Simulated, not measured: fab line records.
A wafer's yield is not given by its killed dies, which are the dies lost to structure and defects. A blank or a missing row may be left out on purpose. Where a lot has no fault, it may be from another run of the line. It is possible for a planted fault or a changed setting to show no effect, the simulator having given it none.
Struck lot and sound lot, side by side    flow sky130    15 out of 708 route steps
Sound: the wafers L319.1, L319.2, L319.3. The struck wafers were L330.2, L330.3, L330.6. At the end, the cause is stated.
At each step with rows: each side's tool, then ch and its chambers, then its first start. Under that, the readings that differ: sound wafers    struck wafers    difference of the means    sigmas: that difference in standard deviations of wafers without a fault.
alike: words and numbers the same on both sides, and readings whose means are apart by under 2 such deviations; not compared: readings that were withheld, readings missing a value for some wafer, numbers with overlapping values and no deviation given by the record, and bounds like >300 which may hide the same value.
A row with sigmas, a row that says differs or no value, or rows on one side alone: a step with any of these is where the two part. When numbers do not overlap yet have no deviation, they are printed without sigmas and do not part them. A reading that every wafer of one side lacks parts them only if that side has two wafers or more.

SKY_METAL1_SPUTTER_02: material AlCu, target thk 250 nm, time 13.3 s.
  sound on pvd-sputter-04, day 31 00:11; struck on pvd-sputter-04, day 35 18:01
  alike: throttle-valve-pct
SKY_METAL1_SPUTTER_03: material Ti, target thk 5 nm, time 3.3 s.
  sound on pvd-sputter-04, day 31 00:12; struck on pvd-sputter-04, day 35 18:02
  alike: throttle-valve-pct
SKY_METAL1_SPUTTER_04: material TiN, target thk 70 nm, time 58.3 s.
  sound on pvd-sputter-04, day 31 00:13; struck on pvd-sputter-04, day 35 18:04
  alike: throttle-valve-pct
SKY_METAL1_RS_MEAS_05: measures by four-point-probe.
  sound on film-metro-04, day 31 00:16; struck on film-metro-02, day 35 18:07
  alike: METAL1_ALCU_RS
SKY_METAL1_THK_MEAS_06: measures by xrf.
  sound on film-metro-04, day 31 00:23; struck on film-metro-02, day 35 18:14
  alike: METAL1_ALCU_THK
then, 7 steps without rows for these wafers: SKY_METAL1_DEHYDRATE_07 (time 60 s); SKY_METAL1_HMDS_08 (prime time 60 s); SKY_METAL1_COAT_09 (resist thk 60 nm); SKY_METAL1_COAT_10 (resist thk 450 nm); SKY_METAL1_SOFTBAKE_11 (time 90 s); SKY_METAL1_EXPOSE_12 (exposes mask MM1, target cd 140 nm); SKY_METAL1_PEB_13.
SKY_METAL1_DEVELOP_14: develop time 60 s.
  sound on litho-track-04 ch 0, day 32 02:00; struck on litho-track-04 ch 0, day 36 19:00
reading               sound              struck             difference  sigmas
developer-temp-C (C)  21.06 21.09 21.03  20.13 20.33 20.21  -0.84       -8
SKY_METAL1_CD_MEAS_15 targets a cd of 140 nm.
  sound on cd-sem-01, day 32 03:03; struck on cd-sem-02, day 36 19:58
  alike: cd-nm
then, 1 step without rows for these wafers: SKY_PAD_OPEN_PROBE_99.

== WHERE THEY PART ==
Only at SKY_METAL1_DEVELOP_14, within this record. Later steps at which nothing parts them and some readings are alike: SKY_METAL1_CD_MEAS_15.

WHY: the cause the simulator had injected
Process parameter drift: litho-track-04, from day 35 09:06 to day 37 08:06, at SKY_METAL1_DEVELOP_14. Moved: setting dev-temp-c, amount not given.
